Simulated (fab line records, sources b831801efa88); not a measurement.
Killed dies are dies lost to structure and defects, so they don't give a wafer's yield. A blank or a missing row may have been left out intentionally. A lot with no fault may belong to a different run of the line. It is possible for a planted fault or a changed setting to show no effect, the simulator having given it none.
A struck lot beside a sound one | flow gf180mcu | 16 steps out of a route of 602
Sound: the wafers L440.3, L440.5, L440.6. Struck: wafers L451.1, L451.3, L451.4. Last of all comes the cause.
Order at every step that has rows: each side's tool, ch and its chambers, its first start. Under that, the readings that differ: sound wafers | struck wafers | difference of the means | sigmas: that difference in standard deviations of wafers without a fault.
alike: readings with means less than 2 such deviations apart, plus words and numbers identical on both sides. not compared: withheld readings, readings lacking a value on some wafer, bounds such as >300 that could conceal the same value, and numbers that have no deviation in the record and whose values overlap.
Wherever a step has rows on one side only, a row that says differs or no value, or a row with sigmas, the two part there. Numbers that don't overlap but have no deviation are shown without sigmas and don't part them. A reading that every wafer of one side lacks parts them only if that side has two wafers or more.

first, 1 step without rows for these wafers: GF_HV_LDD_IMPLANT_36.
GF_HV_LDD_STRIP_37: strips in O2/N2.
  sound on plasmaAsher-03 ch 0,1, day 12 00:11; struck on plasmaAsher-03 ch 0,1, day 15 08:29
  alike: drypumpMotorCurrentA, heaterPowerW, n2FlowSccm, oesProductAu, platenTempC, stripTimeToEndpointS
  not compared: rfHoursCounterH
GF_HV_LDD_TW_MEAS_38:
  sound: filmMetro-04 at day 12 00:17; struck: filmMetro-03 at day 15 08:35
  alike: HV_LDD_3_TW
then, 7 steps without rows for these wafers: GF_HV_LDD_DEHYDRATE_39 (time 60 s); GF_HV_LDD_HMDS_40 (prime time 60 s); GF_HV_LDD_COAT_41 (resist thk 1000 nm); GF_HV_LDD_SOFTBAKE_42 (time 60 s); GF_HV_LDD_EXPOSE_43 (exposes mask Pplus HV AREA, target cd 400 nm); GF_HV_LDD_PEB_44; GF_HV_LDD_DEVELOP_45 (develop time 60 s).
GF_HV_LDD_CD_MEAS_46 targets a cd of 400 nm.
  sound: cdSem-02 at day 12 19:16; struck: cdSem-02 at day 16 05:56
  alike: cdNm
GF_HV_LDD_OVL_MEAS_47:
  sound: overlay-02 at day 12 19:22; struck: overlay-01 at day 16 06:03
  alike: HV_LDD_03_OVL
GF_HV_LDD_IMPLANT_48:
  sound on implanter-02 ch 0, day 12 19:26; struck on implanter-01, day 16 06:05
  no value came back on the struck wafers for beamEnergyKeV, beamOnS (s); on the sound wafers beamEnergyKeV reads 24.999 24.997 25.002
GF_HV_LDD_STRIP_49: strips in O2/N2.
  sound on plasmaAsher-04 ch 0,1, day 12 19:34; struck on plasmaAsher-02 ch 0,1, day 16 06:14
reading          | sound       | struck      | difference | sigmas
heaterPowerW (W) | 332 329 354 | 273 308 273 | -54        | -2
  alike: drypumpMotorCurrentA, n2FlowSccm, oesProductAu, platenTempC, stripTimeToEndpointS
  not compared: rfHoursCounterH
GF_HV_LDD_TW_MEAS_50:
  sound: filmMetro-03 at day 12 19:39; struck: filmMetro-01 at day 16 06:20
reading     | sound       | struck   | difference | sigmas
HV_LDD_4_TW | 570 572 576 | 30 30 30 | -543       | -99 or more
then, 1 step without rows for these wafers: GF_HV_LDD_CLEAN_51 (cleans in SC1/SC2, time 150 s).

== WHERE THEY PART ==
First at GF_HV_LDD_IMPLANT_48; last, within this record, at GF_HV_LDD_TW_MEAS_50.

WHY: what had been put in by the simulator
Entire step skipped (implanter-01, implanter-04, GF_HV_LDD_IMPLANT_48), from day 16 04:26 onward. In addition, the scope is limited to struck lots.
